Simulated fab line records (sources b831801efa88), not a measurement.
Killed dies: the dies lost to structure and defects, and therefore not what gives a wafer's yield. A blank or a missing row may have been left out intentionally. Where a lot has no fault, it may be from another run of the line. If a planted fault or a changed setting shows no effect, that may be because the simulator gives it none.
What tool caused it?	flow sky130	28 wafers from 10 lots sampled at 3 of the route's 708 steps

== WHAT THE GAUGES READ, wafer by wafer ==
SKY_LOCAL_INTERCONNECT_RS_MEAS_01: measurement is done with a four-point probe.
lot	measured	on	LOCAL_INTERCONNECT_TIN_RS (ohm/sq)
L851	day 28 18:38	film-metro-01	14.20 14.06 14.17
L852	day 29 13:29	film-metro-02	14.29 14.30 14.22
L854	day 30 10:55	film-metro-03	14.21 14.26 14.23
L857	day 31 12:43	film-metro-01	14.22 14.13 14.24
L860	day 32 04:16	film-metro-02	14.07 13.98 13.98
L862	day 33 02:03	film-metro-02	14.02 13.99 13.96
L870	day 36 05:55	film-metro-01	9.61 14.07 9.60 14.04
L872	day 36 09:49	film-metro-03	14.23 9.70 14.22 9.71
L873	day 36 16:01	film-metro-01	14.10 14.20 9.66 14.12 14.19 9.66
L874	day 36 23:47	film-metro-03	14.13 14.10 14.14

== EACH LOT AND THE TOOL THAT RAN IT (in order: tool; ch and the chambers of the sampled wafers; start) ==
lot	SKY_SPACER_ETCHBACK_02	SKY_LOCAL_INTERCONNECT_SPUTTER_00
L851	rie-diel-01 ch 1,2,3, day 22 14:05	pvd-sputter-02, day 28 18:35
L852	rie-diel-04 ch 0,1,2, day 23 09:27	pvd-sputter-02, day 29 13:24
L854	rie-diel-04 ch 0,1,2, day 24 07:59	pvd-sputter-02, day 30 10:47
L857	rie-diel-03 ch 1,2,3, day 25 12:49	pvd-sputter-02, day 31 12:39
L860	rie-diel-04 ch 1,3, day 26 06:03	pvd-sputter-03, day 32 04:11
L862	rie-diel-03 ch 1,2, day 27 03:32	pvd-sputter-02, day 33 01:59
L870	rie-diel-03 ch 2,3, day 30 11:42	pvd-sputter-02, day 36 05:50
L872	rie-diel-01 ch 0,1, day 30 15:19	pvd-sputter-02, day 36 09:44
L873	rie-diel-03 ch 0,1,3, day 30 23:57	pvd-sputter-02, day 36 15:56
L874	rie-diel-03 ch 0,2,3, day 31 06:08	pvd-sputter-03, day 36 23:42
- SKY_SPACER_ETCHBACK_02: etches Si3N4 in CH3F/O2, stops on SiO2, time 46.7 s, target depth 45 nm.
- SKY_LOCAL_INTERCONNECT_SPUTTER_00: material TiN, target thk 100 nm, time 83.3 s.

== THE ANSWER, worked out from the rows above alone ==
Rule: usual is defined by the lots themselves. Put in order of their means at a reading, lots are off if they are a third of the lots or fewer, leave a main group of 4 or more, and stand apart from it by a gap of 3 or more times the standard deviation of the main group's means; of several such gaps the widest counts. A main group whose means are all the same, to the digits that the tables above print for the reading, isn't used. A lot without any number at a reading at which 4 lots or more have one is off too. Where the step has rows for the other lots, those lots are counted as sound.
Off: at SKY_LOCAL_INTERCONNECT_RS_MEAS_01 (LOCAL_INTERCONNECT_TIN_RS), L870, L872, L873. The main group: mean 14.14 ohm/sq, standard deviation 0.099.
If a tool, at a process step before that reading, ran all the lots that are off and no sound lot after the first of them, it fits. The gauges at SKY_LOCAL_INTERCONNECT_RS_MEAS_01 are tried like those tools. One fits: SKY_LOCAL_INTERCONNECT_SPUTTER_00 on pvd-sputter-02. Its last sound lot is L862 (day 33 01:59), its first lot that is off L870 (day 36 05:50): a fault that began between those two fits.

== WHAT THE SIMULATOR HAD INSERTED ==
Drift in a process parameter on pvd-sputter-02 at SKY_LOCAL_INTERCONNECT_SPUTTER_00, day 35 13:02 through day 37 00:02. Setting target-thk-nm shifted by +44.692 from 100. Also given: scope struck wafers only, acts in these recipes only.
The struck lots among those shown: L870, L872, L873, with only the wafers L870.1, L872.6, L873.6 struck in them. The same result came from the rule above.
